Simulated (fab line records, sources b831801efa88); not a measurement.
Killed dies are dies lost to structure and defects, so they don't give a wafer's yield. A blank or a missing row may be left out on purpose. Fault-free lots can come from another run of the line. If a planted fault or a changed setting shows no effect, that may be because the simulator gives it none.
fab line records ; flow sky130
record: lots: 6; wafers: 18; last_day: 50
route steps=708 shown METAL1@455 VIA1@458
lots with no fault: from the same line, run without faults
start_h: the number of hours between the record's first day and the start of the first shown wafer of the lot ; wait_h: how many hours have passed since the lot's step before this one ; " same as the row above ; L1.1+2: a row that stands for several wafers ; - no value, or no start was given ; * or withheld: withheld ; < > ~ a bound
route shown NAME@n: names a module that has steps shown in the file, with the first one's number in the route ; usual: mean/standard deviation of fault-free wafers ; same: alike in all rows ; chamber/n: place in a boat ; sites: per-site readings ; _std_site: standard deviation across them ; _edge_site: inner sites' mean taken away from outer sites' mean ; radius_mm: for every site, how far away it sits from the centre of the wafer ; mask NAME#n: copy n ; behind: the tool/chamber that last shaped the wafer ; hold: cause of the lot's hold/its duration in hours/its outcome ; device: which transistor (n, p or np) failed to switch ; end of line: the tests these same wafers got at the end of their route ; step lacking rows: just its recipe ; killed: the dies lost at the first sort to structure and to defects; this is not the yield of the wafer ; map: the dies of a wafer, with x for killed, . for not killed, _ for no die there
set.NAME: the run value of the setting; set.NAME@STEP: its run value at that earlier step ; model.NAME: the simulator's own value behind a step, which no gauge read
a table for each step, a row for each wafer; lots at some steps of the route
services: a tool's chamber out of use, with start hour (start_h, from the record's first day; less than 0 if before it), hours out, and reason
== steps ==
step: SKY_METAL1_STRIP_21
recipe: chemistry: post_etch_residue_remover; time_s: 1200; temp_c: 72.5
step: SKY_METAL1_CLEAN_22
recipe: chemistry: IPA; time_s: 180; temp_c: 25
step: SKY_METAL1_CLEAN_23
recipe: chemistry: O3/DIW; dry: n2_spin
step: SKY_VIA1_HDPCVD_00
recipe: material: SiO2; target_thk_nm: 1030; sigma_open_frac: 0.3; time_s: 171.7; temp_c: 400; sih4_flow_sccm: 60; pressure_mtorr: 6
step: SKY_VIA1_THK_MEAS_01
recipe: reads: SiO2_of_VIA1_HDPCVD_00
usual: VIA1_HDPCVD_THK: 1023/9.6
lot.wafer;tool;chamber;start_h;wait_h;VIA1_HDPCVD_THK[nm]
L290.4;film_metro-02;-;775.39;0.0;995
L290.5;film_metro-02;-;775.39;0.0;1010
L290.6;film_metro-02;-;775.39;0.0;1011
L300.1;film_metro-01;-;870.32;0.1;1013
L300.5;film_metro-01;-;870.32;0.1;1012
L300.6;film_metro-01;-;870.32;0.1;1013
L301.1;film_metro-04;-;872.29;0.1;1028
L301.2;film_metro-04;-;872.29;0.1;1009
L301.4;film_metro-04;-;872.29;0.1;1017
L309.2;film_metro-02;-;914.10;0.1;1019
L309.4;film_metro-02;-;914.10;0.1;1039
L309.5;film_metro-02;-;914.10;0.1;1028
L312.1;film_metro-02;-;924.01;0.1;1023
L312.4;film_metro-02;-;924.01;0.1;1024
L312.6;film_metro-02;-;924.01;0.1;1025
L313.2;film_metro-02;-;941.27;0.1;1018
L313.3;film_metro-02;-;941.27;0.1;1028
L313.6;film_metro-02;-;941.27;0.1;1030
step: SKY_VIA1_CMP_02
recipe: material: SiO2; down_force_psi: 4; platen_rpm: 60; pad_velocity_m_s: 0.94248
usual: motor_current_A: 12.0/1.3
lot.wafer;tool;chamber;start_h;wait_h;motor_current_A
L290.4;cmp-01;1;775.42;0.0;13.2
L290.6;cmp-01;1;775.42;0.0;13.4
L290.5;cmp-01;2;775.42;0.0;9.5
L300.1;cmp-02;2;870.38;0.1;12.8
L300.6;cmp-02;2;870.38;0.1;12.8
L300.5;cmp-02;3;870.38;0.1;11.7
L301.1;cmp-02;0;872.35;0.1;12.4
L301.4;cmp-02;2;872.35;0.1;13.1
L301.2;cmp-02;3;872.35;0.1;10.8
L309.4;cmp-02;3;914.40;0.3;11.8
L309.2;cmp-02;0;914.40;0.3;12.2
L309.5;cmp-02;1;914.40;0.3;12.8
L312.1;cmp-01;0;924.07;0.1;12.3
L312.4;cmp-01;2;924.07;0.1;9.2
L312.6;cmp-01;1;924.07;0.1;13.1
L313.2;cmp-01;0;941.32;0.0;13.0
L313.3;cmp-01;3;941.32;0.0;11.2
L313.6;cmp-01;1;941.32;0.0;13.1
step: SKY_VIA1_BOW_MEAS_03
recipe: mode: bow
usual: VIA1_BOW: 82/7.9
lot.wafer;tool;chamber;start_h;wait_h;VIA1_BOW[um]
L290.4;film_metro-04;-;775.78;0.3;73
L290.5;film_metro-04;-;775.78;0.3;75
L290.6;film_metro-04;-;775.78;0.3;89
L300.1;film_metro-01;-;870.68;0.2;90
L300.5;film_metro-01;-;870.68;0.2;98
L300.6;film_metro-01;-;870.68;0.2;102
L301.1;film_metro-04;-;872.65;0.2;87
L301.2;film_metro-04;-;872.65;0.2;97
L301.4;film_metro-04;-;872.65;0.2;88
L309.2;film_metro-04;-;914.62;0.1;85
L309.4;film_metro-04;-;914.62;0.1;81
L309.5;film_metro-04;-;914.62;0.1;89
L312.1;film_metro-04;-;924.37;0.2;87
L312.4;film_metro-04;-;924.37;0.2;86
L312.6;film_metro-04;-;924.37;0.2;75
L313.2;film_metro-04;-;941.64;0.3;90
L313.3;film_metro-04;-;941.64;0.3;78
L313.6;film_metro-04;-;941.64;0.3;93
step: SKY_VIA1_DEHYDRATE_04
recipe: temp_c: 200; time_s: 60
step: SKY_VIA1_HMDS_05
recipe: prime_time_s: 60; prime_temp_c: 120
step: SKY_VIA1_COAT_06
recipe: resist: BARC; temp_c: withheld; time_s: withheld; spin_rpm: 3000; resist_thk_nm: 60
step: SKY_VIA1_COAT_07
recipe: resist: KrF-thick; spin_rpm: 3000; resist_thk_nm: 450
step: SKY_VIA1_SOFTBAKE_08
recipe: temp_c: 100; time_s: 90; resist: KrF-thick
step: SKY_VIA1_EXPOSE_09
recipe: mask_id: VIM; na: 0.8; source_shape: annular; sigma_inner: 0.55; sigma_outer: 0.85; target_cd_nm: 150; dose_mj: 38
usual: exposure_dose_mJ_cm2: 37.93/0.039; focus_offset_nm: 0.0/0.53; sigma_inner: 0.55/0
lot.wafer;tool;chamber;start_h;wait_h;mask;exposure_dose_mJ_cm2;focus_offset_nm;sigma_inner
L290.4;krf_scanner-02;0;788.94;-;VIM#0;38.00;-0.2;0.55
L290.5;krf_scanner-02;0;788.94;-;VIM#0;37.94;-0.1;0.55
L290.6;krf_scanner-02;0;788.94;-;VIM#0;37.91;0.2;0.55
L300.1;krf_scanner-02;-;883.36;-;VIM#0;-;-;-
L300.5;krf_scanner-02;-;883.36;-;VIM#0;-;-;-
L300.6;krf_scanner-02;-;883.36;-;VIM#0;-;-;-
L301.1;krf_scanner-01;-;885.74;-;VIM#0;-;-;-
L301.2;krf_scanner-01;-;885.74;-;VIM#0;-;-;-
L301.4;krf_scanner-01;-;885.74;-;VIM#0;-;-;-
L309.2;krf_scanner-02;0;926.53;-;VIM#0;37.97;0.1;0.55
L309.4;krf_scanner-02;0;926.53;-;VIM#0;37.95;-0.1;0.55
L309.5;krf_scanner-02;0;926.53;-;VIM#0;38.03;1.0;0.55
L312.1;krf_scanner-01;0;937.31;-;VIM#0;37.86;-0.1;0.55
L312.4;krf_scanner-01;0;937.31;-;VIM#0;37.91;-0.5;0.55
L312.6;krf_scanner-01;0;937.31;-;VIM#0;37.91;-0.3;0.55
L313.2;krf_scanner-01;0;953.83;-;VIM#0;37.89;-1.0;0.55
L313.3;krf_scanner-01;0;953.83;-;VIM#0;37.94;-0.7;0.55
L313.6;krf_scanner-01;0;953.83;-;VIM#0;37.90;0.1;0.55
step: SKY_VIA1_PEB_10
recipe: peb_temp_c: withheld; peb_time_s: withheld; resist: KrF-thick
== services ==
tool;chamber;start_h;hours;kind
krf_scanner-01;-;752.80;1.3;pm
cmp-02;-;754.61;2.1;repair
cmp-02;-;755.01;-;consumable_replace:conditioner
cmp-02;-;755.01;-;consumable_replace:pad
krf_scanner-01;-;766.89;0.4;repair
cmp-02;-;778.20;0.7;repair
cmp-02;-;794.72;5.2;repair
krf_scanner-01;-;809.81;1.0;pm
krf_scanner-01;-;816.03;4.0;pm
krf_scanner-02;-;821.25;4.0;pm
cmp-02;-;831.01;2.0;repair
krf_scanner-01;-;836.47;0.8;pm
krf_scanner-01;-;840.65;3.8;repair
krf_scanner-02;-;844.46;1.0;pm
krf_scanner-01;0;845.26;-;calibration
krf_scanner-02;-;866.75;1.2;repair
krf_scanner-01;-;893.02;0.4;repair
cmp-01;-;895.85;2.3;repair
krf_scanner-02;-;902.78;1.3;pm
krf_scanner-02;-;905.39;0.8;pm
cmp-01;-;912.00;4.0;pm
krf_scanner-01;-;928.70;1.3;pm
krf_scanner-02;-;950.36;0.6;repair
cmp-02;-;953.87;1.1;repair
== key ==
first_sign: step: SKY_VIA1_EXPOSE_09; reading: tool_record; direction: missing
effect none on later readings
met_at SKY_VIA1_EXPOSE_09
struck_wafers L300.1,L300.5,L300.6,L301.1,L301.2,L301.4
later_rows_left_out L300.1,L300.5,L300.6,L301.1,L301.2,L301.4
sort_left_out L300.1,L300.5,L300.6,L301.1,L301.2,L301.4
onset_between 788.94 883.36
fault: kind: skipped_step_whole; tool: krf_scanner-01,krf_scanner-02; chamber: -; onset_h: 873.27; steps: SKY_VIA1_EXPOSE_09; scope: struck_lots_only
sort_left_out: the simulated sort isn't trusted on such a fault, so these wafers' sort isn't shown, and their yield isn't known
later_rows_left_out: the simulator's readings of these wafers behind a module that went badly wrong aren't trusted and aren't shown, but for the sort
